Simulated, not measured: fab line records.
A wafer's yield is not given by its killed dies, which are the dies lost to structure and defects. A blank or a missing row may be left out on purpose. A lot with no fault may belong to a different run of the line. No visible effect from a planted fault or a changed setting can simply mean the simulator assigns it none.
Which tool is to blame? / flow sky130 / 13 lots, 39 wafers sampled, at 4 steps of a route of 708

== WHAT THE GAUGES READ, wafer by wafer ==
SKY_GATE_OXIDE_THK_MEAS_02. Usual: for GATE_OXIDE_OXIDATION_00_THK the level is 10.33 nm and the standard deviation is 0.18.
lot=L480; measured=day 13 03:05; on=film-metro-03; GATE_OXIDE_OXIDATION_00_THK (nm)=9.98 10.27 10.09; flag=
lot=L481; measured=day 13 13:25; on=film-metro-03; GATE_OXIDE_OXIDATION_00_THK (nm)=10.43 10.46 10.46; flag=
lot=L483; measured=day 14 01:03; on=film-metro-02; GATE_OXIDE_OXIDATION_00_THK (nm)=10.06 10.29 10.28; flag=
lot=L484; measured=day 14 10:37; on=film-metro-04; GATE_OXIDE_OXIDATION_00_THK (nm)=10.40 10.46 10.45; flag=
lot=L486; measured=day 15 10:07; on=film-metro-02; GATE_OXIDE_OXIDATION_00_THK (nm)=10.19 10.03 10.12; flag=
lot=L490; measured=day 16 06:16; on=film-metro-02; GATE_OXIDE_OXIDATION_00_THK (nm)=10.20 10.12 10.14; flag=
lot=L491; measured=day 16 19:40; on=film-metro-02; GATE_OXIDE_OXIDATION_00_THK (nm)=10.75 10.74 10.48; flag=
lot=L492; measured=day 17 05:33; on=film-metro-02; GATE_OXIDE_OXIDATION_00_THK (nm)=10.26 10.05 10.16; flag=
lot=L494; measured=day 17 15:20; on=film-metro-03; GATE_OXIDE_OXIDATION_00_THK (nm)=10.66 10.58 10.36; flag=
lot=L498; measured=day 19 05:22; on=film-metro-02; GATE_OXIDE_OXIDATION_00_THK (nm)=10.29 10.40 10.43; flag=
lot=L499; measured=day 19 13:31; on=film-metro-03; GATE_OXIDE_OXIDATION_00_THK (nm)=10.22 10.37 10.44; flag=
lot=L500; measured=day 19 19:55; on=film-metro-04; GATE_OXIDE_OXIDATION_00_THK (nm)=10.22 10.17 10.02; flag=
lot=L501; measured=day 20 05:43; on=film-metro-02; GATE_OXIDE_OXIDATION_00_THK (nm)=10.30 10.15 10.16; flag=

SKY_RES_PROTECT_TW_MEAS_08. Usual: for POLY_GATE_TW the level is 3994 and the standard deviation is 33.
lot=L480; measured=day 15 11:46; on=film-metro-03; POLY_GATE_TW=3928 3935 3931; flag=
lot=L481; measured=day 15 22:08; on=film-metro-04; POLY_GATE_TW=3980 3987 3983; flag=
lot=L483; measured=day 16 10:23; on=film-metro-04; POLY_GATE_TW=3995 3980 3973; flag=
lot=L484; measured=day 16 21:16; on=film-metro-04; POLY_GATE_TW=3987 3969 3997; flag=
lot=L486; measured=day 17 22:22; on=film-metro-01; POLY_GATE_TW=4018 4008 4018; flag=
lot=L490; measured=day 18 23:23; on=film-metro-03; POLY_GATE_TW=3931 3913 3933; flag=
lot=L494; measured=day 20 08:22; on=film-metro-04; POLY_GATE_TW=4034 4045 4007; flag=
lot=L498; measured=day 22 00:07; on=film-metro-01; POLY_GATE_TW=4044 4021 4032; flag=
lot=L499; measured=day 22 07:44; on=film-metro-04; POLY_GATE_TW=3976 3963 3975; flag=
lot=L500; measured=day 22 13:10; on=film-metro-01; POLY_GATE_TW=4038 4031 4017; flag=
lot=L501; measured=day 22 22:23; on=film-metro-01; POLY_GATE_TW=4061 4045 4049; flag=

== TOOL THAT RAN EACH LOT (tool first, then ch and the chambers of the sampled wafers, then the start) ==
lot=L480; SKY_GATE_OXIDE_WET_ETCH_12=wet-bench-04 ch 1, day 14 04:04; SKY_RES_PROTECT_STRIP_07=plasma-asher-01 ch 0,1, day 15 11:40
lot=L481; SKY_GATE_OXIDE_WET_ETCH_12=wet-bench-03 ch 3, day 14 14:27; SKY_RES_PROTECT_STRIP_07=plasma-asher-01 ch 1, day 15 22:01
lot=L483; SKY_GATE_OXIDE_WET_ETCH_12=wet-bench-03 ch 1, day 15 02:42; SKY_RES_PROTECT_STRIP_07=plasma-asher-03 ch 0,1, day 16 10:16
lot=L484; SKY_GATE_OXIDE_WET_ETCH_12=wet-bench-03 ch 0, day 15 12:58; SKY_RES_PROTECT_STRIP_07=plasma-asher-03 ch 0,1, day 16 21:10
lot=L486; SKY_GATE_OXIDE_WET_ETCH_12=wet-bench-03 ch 3, day 16 13:40; SKY_RES_PROTECT_STRIP_07=plasma-asher-01 ch 0,1, day 17 22:16
lot=L490; SKY_GATE_OXIDE_WET_ETCH_12=wet-bench-04 ch 2, day 17 10:43; SKY_RES_PROTECT_STRIP_07=plasma-asher-04 ch 0,1, day 18 23:18
lot=L491; SKY_GATE_OXIDE_WET_ETCH_12=wet-bench-02 ch 2, day 18 00:15; SKY_RES_PROTECT_STRIP_07=-
lot=L492; SKY_GATE_OXIDE_WET_ETCH_12=wet-bench-03 ch 2, day 18 11:18; SKY_RES_PROTECT_STRIP_07=-
lot=L494; SKY_GATE_OXIDE_WET_ETCH_12=wet-bench-04 ch 0, day 18 20:39; SKY_RES_PROTECT_STRIP_07=plasma-asher-04 ch 0,1, day 20 08:16
lot=L498; SKY_GATE_OXIDE_WET_ETCH_12=wet-bench-04 ch 0, day 20 13:16; SKY_RES_PROTECT_STRIP_07=plasma-asher-01 ch 0,1, day 22 00:01
lot=L499; SKY_GATE_OXIDE_WET_ETCH_12=wet-bench-02 ch 0, day 20 21:15; SKY_RES_PROTECT_STRIP_07=plasma-asher-01 ch 0,1, day 22 07:37
lot=L500; SKY_GATE_OXIDE_WET_ETCH_12=wet-bench-03 ch 1, day 21 02:55; SKY_RES_PROTECT_STRIP_07=plasma-asher-01 ch 0,1, day 22 13:04
lot=L501; SKY_GATE_OXIDE_WET_ETCH_12=wet-bench-02 ch 1, day 21 12:55; SKY_RES_PROTECT_STRIP_07=plasma-asher-01 ch 0,1, day 22 22:16
- SKY_GATE_OXIDE_WET_ETCH_12: etches SiO2 in dHF, target depth 16.8 nm, time 336 s.
- SKY_RES_PROTECT_STRIP_07: strips in O2/N2.

== WHAT THE TOOLS THEMSELVES READ (means of the sampled wafers that have a number; where no wafer has one, the mark that the record gives instead) ==
SKY_GATE_OXIDE_WET_ETCH_12. Usual: bath-heat-duty-pct 6.1 %, standard deviation 0.92; run-length-s 365 s, standard deviation 4.
lot=L480; tool=wet-bench-04; bath-heat-duty-pct (%)=6.2; run-length-s (s)=361; flag=
lot=L481; tool=wet-bench-03; bath-heat-duty-pct (%)=5.2; run-length-s (s)=361; flag=
lot=L483; tool=wet-bench-03; bath-heat-duty-pct (%)=5.1; run-length-s (s)=368; flag=
lot=L484; tool=wet-bench-03; bath-heat-duty-pct (%)=6.0; run-length-s (s)=368; flag=
lot=L486; tool=wet-bench-03; bath-heat-duty-pct (%)=6.1; run-length-s (s)=368; flag=
lot=L490; tool=wet-bench-04; bath-heat-duty-pct (%)=7.2; run-length-s (s)=361; flag=
lot=L491; tool=wet-bench-02; bath-heat-duty-pct (%)=-; run-length-s (s)=-; flag=OFF
lot=L492; tool=wet-bench-03; bath-heat-duty-pct (%)=-; run-length-s (s)=-; flag=OFF
lot=L494; tool=wet-bench-04; bath-heat-duty-pct (%)=6.7; run-length-s (s)=371; flag=
lot=L498; tool=wet-bench-04; bath-heat-duty-pct (%)=6.5; run-length-s (s)=362; flag=
lot=L499; tool=wet-bench-02; bath-heat-duty-pct (%)=5.1; run-length-s (s)=372; flag=
lot=L500; tool=wet-bench-03; bath-heat-duty-pct (%)=5.6; run-length-s (s)=361; flag=
lot=L501; tool=wet-bench-02; bath-heat-duty-pct (%)=5.9; run-length-s (s)=362; flag=

SKY_RES_PROTECT_STRIP_07. Usual: drypump-motor-current-A 5.8 A, standard deviation 0.63; n2-flow-sccm 300.0 sccm, standard deviation 0.86; oes-product-au 0.519 a.u., standard deviation 0.0047; strip-time-to-endpoint-s 23.18 s, standard deviation 0.041.
lot=L480; tool=plasma-asher-01; drypump-motor-current-A (A)=6.0; n2-flow-sccm (sccm)=299.5; oes-product-au (a.u.)=0.513; strip-time-to-endpoint-s (s)=23.20; flag=
lot=L481; tool=plasma-asher-01; drypump-motor-current-A (A)=6.5; n2-flow-sccm (sccm)=300.3; oes-product-au (a.u.)=0.518; strip-time-to-endpoint-s (s)=23.12; flag=
lot=L483; tool=plasma-asher-03; drypump-motor-current-A (A)=6.4; n2-flow-sccm (sccm)=300.3; oes-product-au (a.u.)=0.520; strip-time-to-endpoint-s (s)=23.13; flag=
lot=L484; tool=plasma-asher-03; drypump-motor-current-A (A)=6.4; n2-flow-sccm (sccm)=300.1; oes-product-au (a.u.)=0.521; strip-time-to-endpoint-s (s)=23.15; flag=
lot=L486; tool=plasma-asher-01; drypump-motor-current-A (A)=5.9; n2-flow-sccm (sccm)=300.1; oes-product-au (a.u.)=0.520; strip-time-to-endpoint-s (s)=23.14; flag=
lot=L490; tool=plasma-asher-04; drypump-motor-current-A (A)=5.5; n2-flow-sccm (sccm)=298.9; oes-product-au (a.u.)=0.518; strip-time-to-endpoint-s (s)=23.17; flag=
lot=L494; tool=plasma-asher-04; drypump-motor-current-A (A)=5.5; n2-flow-sccm (sccm)=299.9; oes-product-au (a.u.)=0.519; strip-time-to-endpoint-s (s)=23.23; flag=
lot=L498; tool=plasma-asher-01; drypump-motor-current-A (A)=5.9; n2-flow-sccm (sccm)=300.6; oes-product-au (a.u.)=0.520; strip-time-to-endpoint-s (s)=23.18; flag=
lot=L499; tool=plasma-asher-01; drypump-motor-current-A (A)=6.0; n2-flow-sccm (sccm)=299.9; oes-product-au (a.u.)=0.518; strip-time-to-endpoint-s (s)=23.20; flag=
lot=L500; tool=plasma-asher-01; drypump-motor-current-A (A)=6.0; n2-flow-sccm (sccm)=299.8; oes-product-au (a.u.)=0.519; strip-time-to-endpoint-s (s)=23.15; flag=
lot=L501; tool=plasma-asher-01; drypump-motor-current-A (A)=6.0; n2-flow-sccm (sccm)=300.4; oes-product-au (a.u.)=0.522; strip-time-to-endpoint-s (s)=23.21; flag=

== THE ANSWER, worked out from the rows above alone ==
Rule: a lot counts as off when the mean over its wafers that have a number is more than 3 standard deviations away from the usual mean. Also off: a lot with no number at a reading for which 4 or more lots have one. Where the step has rows for the other lots, those lots are counted as sound. After the gauges, taken in route order, come the tools' own readings; for these a lot's mean is taken, as printed above. At the first step where some lot is off, the reading lying furthest off is the one used; lots without a number count as furthest.
Off: L491, L492 (SKY_GATE_OXIDE_WET_ETCH_12, bath-heat-duty-pct). Without a number there: L491, L492.
If a tool, at that step or one of the process steps before it, ran each lot that is off and ran no sound lot following the first of them, it fits. Of those tried, none fits.

== WHAT WAS PUT IN BY THE SIMULATOR ==
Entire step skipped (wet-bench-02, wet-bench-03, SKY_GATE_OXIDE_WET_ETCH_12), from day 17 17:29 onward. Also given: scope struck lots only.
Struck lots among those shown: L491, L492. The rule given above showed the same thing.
